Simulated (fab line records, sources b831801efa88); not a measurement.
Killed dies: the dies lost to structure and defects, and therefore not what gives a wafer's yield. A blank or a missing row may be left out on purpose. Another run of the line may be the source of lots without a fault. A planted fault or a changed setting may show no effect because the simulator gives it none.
Split-lot trial || flow gf180mcu || 23 wafers read across 5 lots, on a route 602 steps long

## THE SPLIT ITSELF
At GF_TOP_METAL_EXPOSE_11 (exposes mask MetalTop, target cd 440 nm), the setting dose_mj was moved away from the recipe's 170 on 5 of the 23 wafers read, by +3.1% to +5.9%. This setting was run at the recipe's value on the other wafers.

## FROM THE SPLIT TO THE READING: what the file shows between them, 2 steps
- GF_TOP_METAL_PEB_12
- GF_TOP_METAL_DEVELOP_13: develop time 60 s

## THE READING
At GF_TOP_METAL_CD_MEAS_14: cd_nm in nanometres, against a target cd of 440 nm. Fault-free wafers of this fab line usually give 440.1 nm, standard deviation 1.7 nm.

{"wafer": "L074.2", "tool, chamber at the split": "iline_stepper-02, 0", "dose_mj as run": 170, "against the recipe": "recipe", "cd_nm, nm": 438.3, "against lot-mates on the recipe": "-"}
{"wafer": "L074.3", "tool, chamber at the split": "iline_stepper-02, 0", "dose_mj as run": 170, "against the recipe": "recipe", "cd_nm, nm": 439.1, "against lot-mates on the recipe": "-"}
{"wafer": "L074.4", "tool, chamber at the split": "iline_stepper-02, 0", "dose_mj as run": 170, "against the recipe": "recipe", "cd_nm, nm": 439.1, "against lot-mates on the recipe": "-"}
{"wafer": "L074.5", "tool, chamber at the split": "iline_stepper-02, 0", "dose_mj as run": 170, "against the recipe": "recipe", "cd_nm, nm": 438.4, "against lot-mates on the recipe": "-"}
{"wafer": "L074.6", "tool, chamber at the split": "iline_stepper-02, 0", "dose_mj as run": 170, "against the recipe": "recipe", "cd_nm, nm": 441.7, "against lot-mates on the recipe": "-"}
{"wafer": "L075.1", "tool, chamber at the split": "iline_stepper-02, 0", "dose_mj as run": 170, "against the recipe": "recipe", "cd_nm, nm": 438.9, "against lot-mates on the recipe": "-"}
{"wafer": "L075.2", "tool, chamber at the split": "iline_stepper-02, 0", "dose_mj as run": 180.1, "against the recipe": "+5.9%", "cd_nm, nm": 422.6, "against lot-mates on the recipe": -16.3}
{"wafer": "L075.3", "tool, chamber at the split": "iline_stepper-02, 0", "dose_mj as run": 170, "against the recipe": "recipe", "cd_nm, nm": 438.2, "against lot-mates on the recipe": "-"}
{"wafer": "L075.4", "tool, chamber at the split": "iline_stepper-02, 0", "dose_mj as run": 180.1, "against the recipe": "+5.9%", "cd_nm, nm": 422.5, "against lot-mates on the recipe": -16.4}
{"wafer": "L075.5", "tool, chamber at the split": "iline_stepper-02, 0", "dose_mj as run": 170, "against the recipe": "recipe", "cd_nm, nm": 439.6, "against lot-mates on the recipe": "-"}
{"wafer": "L076.2", "tool, chamber at the split": "iline_stepper-01, 0", "dose_mj as run": 170, "against the recipe": "recipe", "cd_nm, nm": 440.2, "against lot-mates on the recipe": "-"}
{"wafer": "L076.5", "tool, chamber at the split": "iline_stepper-01, 0", "dose_mj as run": 170, "against the recipe": "recipe", "cd_nm, nm": 438.7, "against lot-mates on the recipe": "-"}
{"wafer": "L076.6", "tool, chamber at the split": "iline_stepper-01, 0", "dose_mj as run": 170, "against the recipe": "recipe", "cd_nm, nm": 439.9, "against lot-mates on the recipe": "-"}
{"wafer": "L080.1", "tool, chamber at the split": "iline_stepper-01, 0", "dose_mj as run": 175.3, "against the recipe": "+3.1%", "cd_nm, nm": 431.9, "against lot-mates on the recipe": -10.0}
{"wafer": "L080.2", "tool, chamber at the split": "iline_stepper-01, 0", "dose_mj as run": 175.3, "against the recipe": "+3.1%", "cd_nm, nm": 432.4, "against lot-mates on the recipe": -9.5}
{"wafer": "L080.3", "tool, chamber at the split": "iline_stepper-01, 0", "dose_mj as run": 170, "against the recipe": "recipe", "cd_nm, nm": 440.5, "against lot-mates on the recipe": "-"}
{"wafer": "L080.4", "tool, chamber at the split": "iline_stepper-01, 0", "dose_mj as run": 170, "against the recipe": "recipe", "cd_nm, nm": 443.2, "against lot-mates on the recipe": "-"}
{"wafer": "L080.5", "tool, chamber at the split": "iline_stepper-01, 0", "dose_mj as run": 175.3, "against the recipe": "+3.1%", "cd_nm, nm": 432.9, "against lot-mates on the recipe": -9.0}
{"wafer": "L085.1", "tool, chamber at the split": "iline_stepper-01, 0", "dose_mj as run": 170, "against the recipe": "recipe", "cd_nm, nm": 443.0, "against lot-mates on the recipe": "-"}
{"wafer": "L085.2", "tool, chamber at the split": "iline_stepper-01, 0", "dose_mj as run": 170, "against the recipe": "recipe", "cd_nm, nm": 442.4, "against lot-mates on the recipe": "-"}
{"wafer": "L085.4", "tool, chamber at the split": "iline_stepper-01, 0", "dose_mj as run": 170, "against the recipe": "recipe", "cd_nm, nm": 442.8, "against lot-mates on the recipe": "-"}
{"wafer": "L085.5", "tool, chamber at the split": "iline_stepper-01, 0", "dose_mj as run": 170, "against the recipe": "recipe", "cd_nm, nm": 441.7, "against lot-mates on the recipe": "-"}
{"wafer": "L085.6", "tool, chamber at the split": "iline_stepper-01, 0", "dose_mj as run": 170, "against the recipe": "recipe", "cd_nm, nm": 441.3, "against lot-mates on the recipe": "-"}

THE FIT
A straight line over all 23 wafers: cd_nm changes by -2.89 nm for each +1% of dose_mj; r = -0.96; the points scatter about the line by 1.6 nm.
The same after taking each lot's own level away (the mean of its wafers on the recipe; 23 wafers): -2.82 nm for each +1%; r = -0.99; scatter 0.92 nm.
On that fit, the largest move of dose_mj shifts the reading by 17 nm.
Measured against the standard deviation above, the lots' own levels, which go from 438.90 to 442.24 nm, span 2.0 times it.
Consequently the slope shifts little with the lot-to-lot level, the two slopes agreeing.
Check: with one of the wafers moved furthest among these (+5.9%) left out of the fit, the line predicts -17.1 nm for it against its lot-mates. Against them it came out at -16.3 nm.

## FURTHER SPLITS ON THESE WAFERS
These wafers also went through other splits before the reading. Each is held against what the fit with the lots' levels taken away leaves over:
{"other split on the same wafers": "GF_M5_EXPOSE_04 dose_mj", "wafers away from the commonest value": 10, "r with cd_nm (lot level and that fit taken away)": "+0.33"}
{"other split on the same wafers": "GF_M5_METAL_ETCH_10 time_s", "wafers away from the commonest value": 11, "r with cd_nm (lot level and that fit taken away)": -0.07}
{"other split on the same wafers": "GF_V5_CMP_04 leave_above_ref_nm", "wafers away from the commonest value": 9, "r with cd_nm (lot level and that fit taken away)": "+0.06"}
{"other split on the same wafers": "GF_V5_DEVELOP_13 dev_temp_c", "wafers away from the commonest value": 7, "r with cd_nm (lot level and that fit taken away)": "+0.13"}
{"other split on the same wafers": "GF_V5_SPUTTER_21 time_s", "wafers away from the commonest value": 9, "r with cd_nm (lot level and that fit taken away)": -0.29}
{"other split on the same wafers": "GF_TOP_METAL_SPUTTER_00 power_w", "wafers away from the commonest value": 6, "r with cd_nm (lot level and that fit taken away)": -0.06}

## THE WHOLE CHAIN: every reading that the file lists as answering this split, in the file's order
{"step": "GF_TOP_METAL_DEVELOP_13", "what it does": "develop time 60 s", "reading": "TOP_METAL.cd_nm (the simulator's own value, which no gauge read)", "change (the file's fit)": "-2.8 nm for each +1% of the setting", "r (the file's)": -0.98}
{"step": "GF_TOP_METAL_CD_MEAS_14", "what it does": "target cd 440 nm", "reading": "cd_nm", "change (the file's fit)": "-2.82 nm for each +1% of the setting", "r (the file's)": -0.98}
{"step": "GF_TOP_METAL_METAL_ETCH_16", "what it does": "etches the open film in Cl2/BCl3, stops on SiO2, target depth 1077.5 nm, time 179.6 s", "reading": "TOP_METAL.cd_nm (the simulator's own value, which no gauge read)", "change (the file's fit)": "-2.55 nm for each +1% of the setting", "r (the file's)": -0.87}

## THE FILE'S OWN FIT
cd_nm changes by -2.82 nm for each +1% of dose_mj, r = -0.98.
